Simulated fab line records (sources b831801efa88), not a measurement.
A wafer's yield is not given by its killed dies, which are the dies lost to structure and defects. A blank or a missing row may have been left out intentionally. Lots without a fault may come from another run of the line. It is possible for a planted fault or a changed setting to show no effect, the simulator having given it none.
Lot-split experiment | flow sky130 | 5 lots, 27 wafers read, on a route of 708 steps

## ABOUT THE SPLIT
At SKY_LI_CONTACT_HDPCVD_00 (deposits PSG, target thk 930 nm, time 155 s), the setting time_s was moved away from the recipe's 155 s on 9 of the 27 wafers read, by -54.6% to +52.5%. For the rest of the wafers, this setting stayed at what the recipe calls for.

No step appears in the file between the split and the reading.

## THE READING
Values of LI_CONTACT_HDPCVD_THK in nm from SKY_LI_CONTACT_THK_MEAS_01. Fault-free wafers of this fab line usually give 929 nm, standard deviation 10 nm.

wafer  | tool, chamber at the split | time_s as run, s | against the recipe | LI_CONTACT_HDPCVD_THK, nm | against lot-mates on the recipe
L074.1 | hdpcvd-02, 2               | 155              | recipe             | 927                       | -
L074.2 | hdpcvd-02, 0               | 85               | -45.2%             | 503                       | -425
L074.3 | hdpcvd-02, 1               | 85               | -45.2%             | 516                       | -412
L074.4 | hdpcvd-02, 1               | 155              | recipe             | 935                       | -
L074.5 | hdpcvd-02, 0               | 155              | recipe             | 922                       | -
L074.6 | hdpcvd-02, 2               | 85               | -45.2%             | 508                       | -420
L076.1 | hdpcvd-02, 0               | 70.39            | -54.6%             | 411                       | -519
L076.2 | hdpcvd-02, 2               | 155              | recipe             | 924                       | -
L076.3 | hdpcvd-02, 1               | 155              | recipe             | 931                       | -
L076.4 | hdpcvd-02, 2               | 70.39            | -54.6%             | 412                       | -518
L076.5 | hdpcvd-02, 0               | 70.39            | -54.6%             | 423                       | -507
L076.6 | hdpcvd-02, 1               | 155              | recipe             | 935                       | -
L079.1 | hdpcvd-02, 2               | 155              | recipe             | 929                       | -
L079.2 | hdpcvd-02, 0               | 155              | recipe             | 922                       | -
L079.3 | hdpcvd-02, 1               | 155              | recipe             | 939                       | -
L083.1 | hdpcvd-01, 0               | 155              | recipe             | 937                       | -
L083.2 | hdpcvd-01, 2               | 236.4            | +52.5%             | 1422                      | +490
L083.3 | hdpcvd-01, 1               | 155              | recipe             | 924                       | -
L083.4 | hdpcvd-01, 2               | 155              | recipe             | 935                       | -
L083.5 | hdpcvd-01, 0               | 236.4            | +52.5%             | 1410                      | +478
L083.6 | hdpcvd-01, 1               | 236.4            | +52.5%             | 1406                      | +474
L085.1 | hdpcvd-02, 1               | 155              | recipe             | 931                       | -
L085.2 | hdpcvd-02, 2               | 155              | recipe             | 933                       | -
L085.3 | hdpcvd-02, 0               | 155              | recipe             | 924                       | -
L085.4 | hdpcvd-02, 1               | 155              | recipe             | 942                       | -
L085.5 | hdpcvd-02, 2               | 155              | recipe             | 917                       | -
L085.6 | hdpcvd-02, 0               | 155              | recipe             | 923                       | -

THE FIT
A straight line over all 27 wafers: LI_CONTACT_HDPCVD_THK changes by +9.3 nm for each +1% of time_s; r = +1.00; the points scatter about the line by 7.2 nm.
The same after taking each lot's own level away (the mean of its wafers on the recipe; 27 wafers): +9.28 nm for each +1%; r = +1.00; scatter 7.4 nm.
According to that fit, moving time_s by its largest amount changes the reading by 5.1e+02 nm.
Across the lots, their own levels run from 928.0 to 932.0 nm, a range of 0.4 times the standard deviation given above.
So the lot-to-lot level changes the slope little: the two slopes agree.
Check: for one of the wafers moved furthest among these (-54.6%), held out of the fit, the line's prediction against its lot-mates is -506 nm. It came out at -519 nm against them.

## THESE WAFERS: OTHER SPLITS
These wafers also went through other splits before the reading. Each is held against what the fit with the lots' levels taken away leaves over:
other split on the same wafers        | wafers away from the commonest value | r with LI_CONTACT_HDPCVD_THK (lot level and that fit taken away)
SKY_FIELD_ISO_OXIDATION_01 ox_time_s  | 18                                   | +0.09
SKY_GATE_OXIDE_OXIDATION_16 ox_time_s | 21                                   | +0.15
SKY_SD_P_DEVELOP_06 develop_time_s    | 6                                    | -0.03

## THE WHOLE CHAIN: every reading that the file lists as answering this split, in the file's order
step                       | what it does                                               | reading                                                                             | change (the file's fit)                                                              | r (the file's)
SKY_LI_CONTACT_HDPCVD_00   | deposits PSG, target thk 930 nm, time 155 s                | PSG_of_LI_CONTACT_HDPCVD_00.thk_nm (the simulator's own value, which no gauge read) | +9.29 nm for each +1% of the setting                                                 | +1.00
SKY_LI_CONTACT_THK_MEAS_01 |                                                            | LI_CONTACT_HDPCVD_THK                                                               | +9.29 for each +1% of the setting                                                    | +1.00
SKY_LI_CONTACT_CMP_02      | polishes PSG                                               | time_to_endpoint_s                                                                  | withheld for each +1% of the setting                                                 | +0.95
SKY_LI_CONTACT_CMP_02      | polishes PSG                                               | PSG_of_LI_CONTACT_HDPCVD_00.thk_nm (the simulator's own value, which no gauge read) | not straight: 415.4 at the lowest setting, 585.5 at the recipe, 584.2 at the highest | not given
SKY_LI_CONTACT_ETCH_15     | etches PSG in C4F8/O2/Ar, stops on Si, target depth 600 nm | oes_product_au                                                                      | not straight: 0.692 at the lowest setting, 0.828 at the recipe, 0.827 at the highest | not given
SKY_LI_CONTACT_ETCH_15     | etches PSG in C4F8/O2/Ar, stops on Si, target depth 600 nm | LI_CONTACT.feature_depth_nm (the simulator's own value, which no gauge read)        | not straight: 415.4 at the lowest setting, 585.5 at the recipe, 584.2 at the highest | not given

## THE FILE'S OWN FIT
LI_CONTACT_HDPCVD_THK changes by +9.29 nm for each +1% of time_s, r = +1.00.
